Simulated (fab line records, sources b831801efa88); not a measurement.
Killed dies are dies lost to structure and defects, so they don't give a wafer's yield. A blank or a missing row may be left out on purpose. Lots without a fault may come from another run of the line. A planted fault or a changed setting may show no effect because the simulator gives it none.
One fault seen from 2 desks | flow sfq_line | each desk has only its own numbers; what lay behind them comes last

THE TOOL OWNER'S DESK: litho_track-01
The tool's own readings at SFQ_TRILAYER_I7_VIA_LITHO_DEVELOP_189 (time 60 s): means of the sampled wafers that have a number, for each lot that ran on this tool. A lot is out of limits, marked OUT, if its mean lies more than 4 standard deviations from the usual mean; the brackets give that distance.
Columns: A = chill_plate_temp_C at SFQ_TRILAYER_I7_VIA_LITHO_DEVELOP_189, usual 23.00 C; B = exhaust_pa at SFQ_TRILAYER_I7_VIA_LITHO_DEVELOP_189, usual 44.9 Pa; C = resist_line_temp_C at SFQ_TRILAYER_I7_VIA_LITHO_DEVELOP_189, usual 23.02 C
lot  | first seen here | A     | B    | C
L553 | day 64 20:11    | 23.08 | 43.7 | 23.03
L554 | day 67 03:30    | 23.02 | 44.8 | 22.85
L557 | day 68 11:07    | 23.07 | 44.8 | 23.22
L572 | day 78 14:21    | 23.08 | 45.7 | 23.00
This desk's finding: nothing out of limits on any of the 4 lots.

THE METROLOGY DESK
What the gauges read, lot by lot, whatever tool the lot ran on: means of the sampled wafers that have a number. A lot is out of limits, marked OUT, if its mean lies more than 4 standard deviations from the usual mean; the brackets give that distance.
Columns: A = M6_NB_RS at SFQ_M6_RS_MEAS_938, usual 0.887 ohm/sq; B = M8_OVL at SFQ_M8_OVL_MEAS_948, usual 3 nm
lot  | first seen here | A     | B
L550 | day 52 13:21    | 0.898 | 2
L551 | day 52 16:57    | 0.901 | -0
L553 | day 52 20:19    | 0.878 | -1
L554 | day 52 22:57    | 0.899 | 13
L555 | day 53 01:35    | 0.900 | 8
L556 | day 53 05:57    | 0.883 | 2
L557 | day 53 10:08    | 0.887 | 11
L559 | day 53 21:59    | 0.880 | 6
L566 | day 69 21:55    | 0.890 | -
L567 | day 69 23:18    | 0.879 | -
L570 | day 70 04:05    | 0.890 | 1
L571 | day 70 07:29    | 0.873 | 0
L572 | day 70 09:17    | 0.890 | 3
L573 | day 70 09:55    | 0.895 | 7
This desk's finding: nothing out of limits on any of the 14 lots.

PUT TOGETHER
The tool owner's desk saw nothing out of limits.
The metrology desk saw nothing out of limits.

WHAT THE SIMULATOR HAD PUT IN
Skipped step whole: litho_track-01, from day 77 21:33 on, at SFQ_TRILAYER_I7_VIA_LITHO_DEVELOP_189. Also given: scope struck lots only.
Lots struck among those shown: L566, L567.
